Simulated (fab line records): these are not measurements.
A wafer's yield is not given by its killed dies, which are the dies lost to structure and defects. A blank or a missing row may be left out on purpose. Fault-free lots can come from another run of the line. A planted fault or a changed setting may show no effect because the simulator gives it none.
A lot that was struck, set against a sound lot :: flow sky130 :: 43 out of 708 route steps
Sound: these wafers, L571.1, L571.3, L571.5. Struck: wafer L591.6 (left out: L591.4, L591.5 of the same lot, which were not struck); the cause appears at the end.
Order at every step that has rows: each side's tool, ch and its chambers, its first start. Under that, the readings that differ: sound wafers :: struck wafers :: difference of the means :: sigmas: that difference in standard deviations of wafers without a fault.
alike: a reading whose means differ by less than 2 such deviations, as well as words and numbers matching on both sides. not compared: withheld readings; readings where some wafer has no value; bounds like >300 that might hide an equal value; numbers whose values overlap and for which the record gives no deviation.
Wherever a step has rows on one side only, a row that says differs or no value, or a row with sigmas, the two part there. Numbers that don't overlap but have no deviation are shown without sigmas and don't part them. A reading that every wafer of one side lacks parts them only if that side has two wafers or more.

first, 4 steps without rows for these wafers: SKY_VIA2_SOFTBAKE_08 (time 90 s); SKY_VIA2_EXPOSE_09 (exposes mask VIM2, target cd 200 nm); SKY_VIA2_PEB_10; SKY_VIA2_DEVELOP_11 (develop time 60 s).
SKY_VIA2_CD_MEAS_12: the cd target is 200 nm.
  sound on cd sem-01, day 36 11:17; struck on cd sem-01, day 42 15:02
  alike: cd nm
SKY_VIA2_OVL_MEAS_13:
  sound on overlay-02, day 36 11:24; struck on overlay-01, day 42 15:07
  alike: VIA2_OVL
then, 2 steps without rows for these wafers: SKY_VIA2_ETCH_14 (etches BARC in N2/H2, stops on SiO2, time 45.9 s, target depth 60 nm); SKY_VIA2_ETCH_15 (etches SiO2 in C4F8/O2/Ar, stops on TiN, target depth 546 nm, time 84 s).
SKY_VIA2_STRIP_16: strips in O2/N2.
  sound on plasma asher-01 ch 0,1, day 36 11:32; struck on plasma asher-04 ch 1, day 42 15:16
  alike: chamber pressure mTorr, drypump motor current A, oes product au, strip time to endpoint s
  not compared: rf hours counter h
then, 3 steps without rows for these wafers: SKY_VIA2_STRIP_17 (strips in post etch residue remover, time 1200 s); SKY_VIA2_CLEAN_18 (cleans in IPA, time 180 s); SKY_VIA2_CLEAN_19 (cleans in O3/DIW).
SKY_VIA2_SPUTTER_20: material TiN, target thk 20 nm, time 80 s.
  sound on pvd sputter-02, day 36 12:10; struck on pvd sputter-02, day 42 15:56
reading: throttle valve pct (%)
sound: 29.8 29.4 29.5
struck: 31.6
difference: +2.0
sigmas: +2
SKY_VIA2_CVD_21: deposits W, target thk 420 nm, time 126.4 s.
  sound on cvd w-01 ch 0, day 36 12:14; struck on cvd w-02 ch 0, day 42 16:02
reading: heater power outer w (W)
sound: 437 444 444
struck: 578
difference: +136
sigmas: +2
  alike: heater power w
SKY_VIA2_RS_MEAS_22: measures by four-point-probe.
  sound on film metro-04, day 36 12:29; struck on film metro-01, day 42 16:11
reading: VIA2_W_RS (ohm/sq)
sound: 0.274 0.271 0.272
struck: 0.263
difference: -0.009
sigmas: -3
SKY_VIA2_THK_MEAS_23: measures by xrf.
  sound on film metro-04, day 36 12:37; struck on film metro-01, day 42 16:17
reading: VIA2_W_THK (nm)
sound: 429 435 436
struck: 454
difference: +21
sigmas: +3
then, 1 step without rows for these wafers: SKY_VIA2_CMP_24 (polishes, stops on SiO2, t overpolish 20 s, target thk 0 nm).
SKY_METAL3_SPUTTER_00: material Ti, target thk 15 nm, time 10 s.
  sound on pvd sputter-01, day 36 12:58; struck on pvd sputter-04, day 42 16:37
  alike: throttle valve pct
then, 1 step without rows for these wafers: SKY_METAL3_SPUTTER_01 (material TiN, target thk 20 nm, time 16.7 s).
SKY_METAL3_SPUTTER_02: material AlCu, target thk 735 nm, time 39.1 s.
  sound on pvd sputter-01, day 36 13:01; struck on pvd sputter-04, day 42 16:40
  alike: throttle valve pct
then, 3 steps without rows for these wafers: SKY_METAL3_SPUTTER_03 (material Ti, target thk 5 nm, time 3.3 s); SKY_METAL3_SPUTTER_04 (material TiN, target thk 70 nm, time 58.3 s); SKY_CAPM_CVD_00 (deposits SiO2, target thk 15.5 nm).
SKY_CAPM_THK_MEAS_01:
  sound on film metro-04, day 36 13:08; struck on film metro-01, day 42 16:49
reading: CAPM_CVD_00_THK (nm)
sound: 14.96 15.43 15.33
struck: 15.97
difference: +0.73
sigmas: +3
SKY_CAPM_SPUTTER_02: material TiN, target thk 200 nm, time 166.7 s.
  sound on pvd sputter-02, day 36 13:12; struck on pvd sputter-02, day 42 16:50
reading: throttle valve pct (%)
sound: 29.6 31.1 29.4
struck: 31.5
difference: +1.5
sigmas: +2
  alike: substrate temp c
SKY_CAPM_RS_MEAS_03: measures by four-point-probe.
  sound on film metro-01, day 36 13:19; struck on film metro-01, day 42 17:01
  alike: CAPM_TIN_RS
SKY_CAPM_THK_MEAS_04: measures by xrf.
  sound on film metro-01, day 36 13:26; struck on film metro-01, day 42 17:06
  alike: CAPM_TIN_THK
then, 7 steps without rows for these wafers: SKY_CAPM_DEHYDRATE_05 (time 60 s); SKY_CAPM_HMDS_06 (prime time 60 s); SKY_CAPM_COAT_07 (resist thk 1140 nm); SKY_CAPM_SOFTBAKE_08 (time 60 s); SKY_CAPM_EXPOSE_09 (exposes mask CAPM, target cd 1000 nm); SKY_CAPM_PEB_10; SKY_CAPM_DEVELOP_11 (develop time 60 s).
SKY_CAPM_OVL_MEAS_12:
  sound on overlay-01, day 37 15:44; struck on overlay-02, day 43 15:48
  alike: CAPM_OVL
then, 7 steps without rows for these wafers: SKY_CAPM_METAL_ETCH_13 (etches TiN in Cl2/BCl3, stops on SiO2, target depth 220 nm, time 62.9 s); SKY_CAPM_STRIP_14 (strips in O2/N2); SKY_CAPM_STRIP_15 (strips in post etch residue remover, time 1200 s); SKY_CAPM_CLEAN_16 (cleans in IPA, time 180 s); SKY_CAPM_CLEAN_17 (cleans in O3/DIW); SKY_METAL3_DEHYDRATE_05 (time 60 s); SKY_METAL3_HMDS_06 (prime time 60 s).
-- the record jumps here: 7 days lie between the struck wafers' starts before and after (it left off in module METAL3 and takes up again in module PAD_OPEN, whose first step shown is number 708 of the route) --
SKY_PAD_OPEN_PROBE_99:
  sound on prober-02, day 45 22:33; struck on prober-02, day 50 14:40
reading: defect limited yield (%)
sound: 82.5 82.3 81.9
struck: 73.0
difference: -9.2
sigmas: -5

reading: killed_at_M0_to_M3
sound: 47 50 46
struck: 87
difference: +39
sigmas: +6

reading: killed at contacts
sound: 22 21 21
struck: 32
difference: +11
sigmas: +2

reading: killed dies
sound: 86 87 89
struck: 133
difference: +46
sigmas: +5

reading: sort_bin_3_pad_short (%)
sound: 1.4 0.8 1.2
struck: 3.3
difference: +2.2
sigmas: +4

reading: sort_bin_5_function (%)
sound: 10.2 9.6 8.5
struck: 17.5
difference: +8.1
sigmas: +5

reading: sort n pass
sound: 406 405 403
struck: 359
difference: -46
sigmas: -5

reading: sort yield pct (%)
sound: 82.5 82.3 81.9
struck: 73.0
difference: -9.2
sigmas: -5

reading: model.etest.tester.sort n pass
sound: 406 405 403
struck: 359
difference: -46
sigmas: 

reading: model.etest.tester.sort yield pct (%)
sound: 82.52 82.32 81.91
struck: 72.97
difference: -9.28
sigmas: 

reading: model.etest.tester.sort_bin_5_pct (%)
sound: 10.16 9.553 8.537
struck: 17.48
difference: +8.06
sigmas: 

reading: model.etest.tester.sort_bin_3_pct (%)
sound: 1.423 0.813 1.22
struck: 3.252
difference: +2.100
sigmas: 
  alike: killed_at_M4_up, killed at front end, killed at other, killed open, killed short, sort_bin_6_memory

== WHERE THEY PART ==
Earliest at SKY_VIA2_SPUTTER_20; latest, in this record, at SKY_PAD_OPEN_PROBE_99.

WHY: what had been put in by the simulator
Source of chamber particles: pvd sputter-02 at SKY_VIA2_SPUTTER_20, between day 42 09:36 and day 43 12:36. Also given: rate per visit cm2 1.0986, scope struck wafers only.
